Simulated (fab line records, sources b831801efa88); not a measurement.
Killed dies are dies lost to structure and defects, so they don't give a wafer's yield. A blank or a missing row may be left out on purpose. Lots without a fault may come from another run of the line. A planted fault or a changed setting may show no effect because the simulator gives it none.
Split-lot experiment | flow sky130 | 5 lots, 27 wafers read, on a route of 708 steps

THE SPLIT
At SKY_METAL5_SPUTTER_02 (material AlCu, target thk 1150 nm, time 61.2 s), the setting time_s was moved away from the recipe's 61.2 s on 9 of the 27 wafers read, by -26.7% to +51.1%. The other wafers ran this setting at the recipe's value.

FROM THE SPLIT TO THE READING: what the file shows between them, 8 steps
- SKY_METAL5_SPUTTER_03: material Ti, target thk 5 nm, time 3.3 s
- SKY_METAL5_SPUTTER_04: material TiN, target thk 70 nm, time 58.3 s
- SKY_METAL5_RS_MEAS_05: measures by four-point-probe
- SKY_METAL5_THK_MEAS_06: measures by xrf
- SKY_METAL5_DEHYDRATE_07: time 60 s
- SKY_METAL5_HMDS_08: prime time 60 s
- SKY_METAL5_DEVELOP_13: develop time 60 s
- SKY_METAL5_DESCUM_14: chemistry O2, time 11 s

THE READING
oes_product_au, in a.u., at SKY_METAL5_METAL_ETCH_15 (etches the open film in Cl2/BCl3, stops on SiO2, target depth 1260 nm, time 252 s). Fault-free wafers of this fab line usually give 0.895 a.u., standard deviation 0.0051 a.u..

wafer  | tool, chamber at the split | time_s as run, s | against the recipe | oes_product_au, a.u. | against lot-mates on the recipe
L074.1 | pvd_sputter-01, -          | 47.77            | -21.9%             | 0.803                | -0.095
L074.2 | pvd_sputter-01, -          | 61.2             | recipe             | 0.899                | -
L074.3 | pvd_sputter-01, -          | 47.77            | -21.9%             | 0.805                | -0.093
L074.4 | pvd_sputter-01, -          | 61.2             | recipe             | 0.900                | -
L074.5 | pvd_sputter-01, -          | 47.77            | -21.9%             | 0.803                | -0.095
L074.6 | pvd_sputter-01, -          | 61.2             | recipe             | 0.896                | -
L078.1 | pvd_sputter-02, -          | 61.2             | recipe             | 0.894                | -
L078.2 | pvd_sputter-02, -          | 92.49            | +51.1%             | 0.991                | +0.094
L078.3 | pvd_sputter-02, -          | 92.49            | +51.1%             | 0.994                | +0.097
L078.4 | pvd_sputter-02, -          | 61.2             | recipe             | 0.902                | -
L078.5 | pvd_sputter-02, -          | 92.49            | +51.1%             | 1.003                | +0.106
L078.6 | pvd_sputter-02, -          | 61.2             | recipe             | 0.894                | -
L075.1 | pvd_sputter-02, -          | 61.2             | recipe             | 0.899                | -
L075.3 | pvd_sputter-02, -          | 61.2             | recipe             | 0.891                | -
L075.6 | pvd_sputter-02, -          | 61.2             | recipe             | 0.898                | -
L081.1 | pvd_sputter-02, -          | 61.2             | recipe             | 0.901                | -
L081.2 | pvd_sputter-02, -          | 44.88            | -26.7%             | 0.787                | -0.114
L081.3 | pvd_sputter-02, -          | 44.88            | -26.7%             | 0.777                | -0.124
L081.4 | pvd_sputter-02, -          | 61.2             | recipe             | 0.898                | -
L081.5 | pvd_sputter-02, -          | 61.2             | recipe             | 0.904                | -
L081.6 | pvd_sputter-02, -          | 44.88            | -26.7%             | 0.784                | -0.117
L084.1 | pvd_sputter-04, -          | 61.2             | recipe             | 0.894                | -
L084.2 | pvd_sputter-04, -          | 61.2             | recipe             | 0.892                | -
L084.3 | pvd_sputter-04, -          | 61.2             | recipe             | 0.888                | -
L084.4 | pvd_sputter-04, -          | 61.2             | recipe             | 0.898                | -
L084.5 | pvd_sputter-04, -          | 61.2             | recipe             | 0.898                | -
L084.6 | pvd_sputter-04, -          | 61.2             | recipe             | 0.891                | -

THE FIT
A straight line over all 27 wafers: oes_product_au changes by +0.00268 a.u. for each +1% of time_s; r = +0.95; the points scatter about the line by 0.019 a.u..
The same after taking each lot's own level away (the mean of its wafers on the recipe; 27 wafers): +0.00272 a.u. for each +1%; r = +0.94; scatter 0.02 a.u..
On that fit, the largest move of time_s shifts the reading by 0.14 a.u..
The lots' own levels span 0.8935 to 0.9010 a.u., that is 1.5 times the standard deviation above.
So the lot-to-lot level changes the slope little: the two slopes agree.
Check: with one of the wafers moved furthest among these (+51.1%) left out of the fit, the line predicts +0.137 a.u. for it against its lot-mates. It came out at +0.0943 a.u. against them.

OTHER SPLITS ON THESE WAFERS
These wafers also went through other splits before the reading. Each is held against what the fit with the lots' levels taken away leaves over:
other split on the same wafers       | wafers away from the commonest value | r with oes_product_au (lot level and that fit taken away)
SKY_VIA1_ETCH_14 time_s              | 6                                    | +0.03
SKY_METAL3_SPUTTER_01 time_s         | 12                                   | +0.00
SKY_METAL3_DEVELOP_12 develop_time_s | 12                                   | -0.01
SKY_METAL4_SPUTTER_03 time_s         | 9                                    | -0.21

THE WHOLE CHAIN: every reading that the file lists as answering this split, in the file's order
step                     | what it does                                                                      | reading                                                                           | change (the file's fit)                  | r (the file's)
SKY_METAL5_SPUTTER_02    | material AlCu, target thk 1150 nm, time 61.2 s                                    | AlCu_of_METAL5_SPUTTER_02.thk_nm (the simulator's own value, which no gauge read) | +11.2 nm for each +1% of the setting     | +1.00
SKY_METAL5_RS_MEAS_05    | measures by four-point-probe                                                      | METAL5_ALCU_RS                                                                    | -0.000229 for each +1% of the setting    | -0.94
SKY_METAL5_THK_MEAS_06   | measures by xrf                                                                   | METAL5_ALCU_THK                                                                   | +11.1 for each +1% of the setting        | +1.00
SKY_METAL5_METAL_ETCH_15 | etches the open film in Cl2/BCl3, stops on SiO2, target depth 1260 nm, time 252 s | oes_product_au                                                                    | +0.0027 a.u. for each +1% of the setting | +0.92

THE FILE'S OWN FIT
oes_product_au changes by +0.0027 a.u. for each +1% of time_s, r = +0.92.
